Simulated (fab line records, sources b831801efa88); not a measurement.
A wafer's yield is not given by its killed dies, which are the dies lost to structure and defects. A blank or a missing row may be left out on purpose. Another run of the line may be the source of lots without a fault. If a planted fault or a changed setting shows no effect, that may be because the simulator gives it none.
8D (eight disciplines) problem report, filled in by code -- flow gf180mcu -- the parts of the form that need people (team, actions taken, sign-off) are left out

## 1. WHAT WENT WRONG
Wafers free of any fault read 1339 (standard deviation 12) for DNWELL_TW at GF_DNWELL_TW_MEAS_09, against a mean of 1226 on 6 wafers of 2 lots. That puts it -9.5 standard deviations away from the usual mean.
First seen on wafer L648.1, day 4 07:23, on film_metro-01. The record holds 36 wafers of 12 lots with a number at this step. Rule for "out", or "out of limits": more than 4 standard deviations from the usual mean. Any other wafer with a number is counted as sound.

## 2. WHAT IT IS, AND WHAT IT ISN'T
question,is,is not
which readings at this step,DNWELL_TW,-
which lots,"L648, L649","L641, L642, L643, L645, L646, L647, L660, L661, L663, L664"
which wafers of those lots,all that have a number,-
read on which gauges,"film_metro-01, film_metro-03",film_metro-04
when,from day 4 07:23,"up to then (18 sound wafers); but 12 sound wafers of L660, L661, L663, L664 came after"

## 3. WHAT RULES OUT EACH SUSPECT
Counting: any tool at a process step up to the reading is kept as a suspect provided that every lot that is out went through it and no sound lot did after the first of them.
- the gauge at GF_DNWELL_TW_MEAS_09: ruled out. 2 gauges (film_metro-01, film_metro-03) read the wafers that are out.
- implanter-02 at GF_DNWELL_IMPLANT_07: ruled out as a lasting fault. The sound lots L664 went through it after L648, its earliest lot that is out (day 4 07:08).
Left after counting: nothing in the record.

## 4. THE CAUSE (what the simulator had put in)
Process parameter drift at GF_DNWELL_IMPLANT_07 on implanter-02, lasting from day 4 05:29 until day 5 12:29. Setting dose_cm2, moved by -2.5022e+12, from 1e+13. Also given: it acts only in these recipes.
Counting ruled it out, wrongly: the rule takes a fault to strike every lot that its tool runs from its start on, and this one did not.

## 5. THE CHAIN OF EFFECTS, in route order
One row per reading whose mean, taken over the struck wafers that have a number, lies over 3 standard deviations from the usual. Scope: only readings with a usual standard deviation given in the record; hours: median across lots of the time from each lot's start at the first step in this table that gives one to its start at this step; sigmas: change in usual standard deviations.
hours,step,reading,usual,on struck wafers,change,sigmas
0,GF_DNWELL_IMPLANT_07,dose_ions_cm2,1e+13,7e+12,-3e+12,-99 or more
0,GF_DNWELL_IMPLANT_07,faraday_current_uA,56.4,41.7,-14.7,-12
0,GF_DNWELL_TW_MEAS_09,DNWELL_TW,1339,1226,-114,-9.5
Here are the process steps it includes:
- GF_DNWELL_IMPLANT_07
Later steps that measure or inspect, where all struck wafers having a row at the step show a number for every such reading and not one has moved that far: GF_HV_LDD_OVL_MEAS_20.

## 6. WHAT WOULD HAVE CAUGHT IT SOONER
The first out-of-limits reading at a measuring or inspecting step in this record came at day 4 07:23, 2 hours after the fault's start at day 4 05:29.
At GF_DNWELL_IMPLANT_07, the tool's own readings (dose_ions_cm2, faraday_current_uA) were out on each struck wafer the step has a row for, so an alarm limit on them would have fired on the first such wafer.
